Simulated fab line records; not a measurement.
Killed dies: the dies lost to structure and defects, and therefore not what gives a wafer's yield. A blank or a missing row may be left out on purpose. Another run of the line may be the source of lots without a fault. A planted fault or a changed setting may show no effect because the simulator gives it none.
The tool behind it: which one? :: flow sky130 :: 6 lots with 18 wafers sampled at 3 steps, on a route of 708 steps

## WHAT THE GAUGES READ, wafer by wafer
SKY_CONTACT_OVL_MEAS_15.
lot: L843
measured: day 33 04:10
on: overlay-02
CONTACT_OVL (nm): 0 -2 -2

lot: L846
measured: day 34 04:52
on: overlay-01
CONTACT_OVL (nm): -4 -1 -1

lot: L848
measured: day 35 03:37
on: overlay-02
CONTACT_OVL (nm): -2 -8 -2

lot: L852
measured: day 36 03:19
on: overlay-01
CONTACT_OVL (nm): 3 -1 -4

lot: L855
measured: day 37 15:02
on: overlay-01
CONTACT_OVL (nm): 2 -2 0

lot: L859
measured: day 38 07:04
on: overlay-02
CONTACT_OVL (nm): -9 -9 -9

## WHICH TOOL RAN EACH LOT (tool, then ch and the chambers of the sampled wafers, then the start)
lot: L843
SKY_FIELD_ISO_ETCH_14: rie_diel-04 ch 1,2,3, day 3 07:16
SKY_GATE_OXIDE_EXPOSE_07: iline_stepper-01 ch 0, day 14 23:12

lot: L846
SKY_FIELD_ISO_ETCH_14: rie_diel-01 ch 1,3, day 3 22:07
SKY_GATE_OXIDE_EXPOSE_07: iline_stepper-02 ch 0, day 15 23:34

lot: L848
SKY_FIELD_ISO_ETCH_14: rie_diel-04 ch 0,2,3, day 4 09:46
SKY_GATE_OXIDE_EXPOSE_07: iline_stepper-02 ch 0, day 16 21:08

lot: L852
SKY_FIELD_ISO_ETCH_14: rie_diel-04 ch 0,3, day 5 04:13
SKY_GATE_OXIDE_EXPOSE_07: iline_stepper-01 ch 0, day 18 02:58

lot: L855
SKY_FIELD_ISO_ETCH_14: rie_diel-03 ch 0,1, day 5 23:49
SKY_GATE_OXIDE_EXPOSE_07: iline_stepper-02 ch 0, day 19 20:31

lot: L859
SKY_FIELD_ISO_ETCH_14: rie_diel-03 ch 0,2,3, day 6 17:38
SKY_GATE_OXIDE_EXPOSE_07: iline_stepper-01 ch 0, day 20 17:37
- SKY_FIELD_ISO_ETCH_14: etches BARC in N2/H2, stops on SiO2, time 47.97 s, target depth 60 nm.
- SKY_GATE_OXIDE_EXPOSE_07: exposes mask LVOM, target cd 600 nm.

## THE ANSWER, worked out from the rows above alone
Rule: what is usual is taken from the lots themselves. The widest of any qualifying gaps counts: lots, ordered by their means at a reading, are off when they make up no more than a third of the lots, leave a main group of 4 or more, and stand apart from it by 3 or more times the standard deviation of that group's means. Not used: any main group whose means are identical at the precision the tables above print for the reading. A lot without any number at a reading at which 4 lots or more have one is off too. Any other lot the step has rows for is counted as sound.
Off: L859, at SKY_CONTACT_OVL_MEAS_15 (CONTACT_OVL). Mean -2 nm and standard deviation 1.4 in the main group.
A tool fits if, at a process step before that reading, it ran every lot that is off, and no sound lot after the first of them. The gauges at SKY_CONTACT_OVL_MEAS_15 are tried like those tools. Can't be told from this: 3 tools fit, rie_diel-03 at SKY_FIELD_ISO_ETCH_14, iline_stepper-01 at SKY_GATE_OXIDE_EXPOSE_07, overlay-02 at SKY_CONTACT_OVL_MEAS_15.

## WHAT THE SIMULATOR PUT IN
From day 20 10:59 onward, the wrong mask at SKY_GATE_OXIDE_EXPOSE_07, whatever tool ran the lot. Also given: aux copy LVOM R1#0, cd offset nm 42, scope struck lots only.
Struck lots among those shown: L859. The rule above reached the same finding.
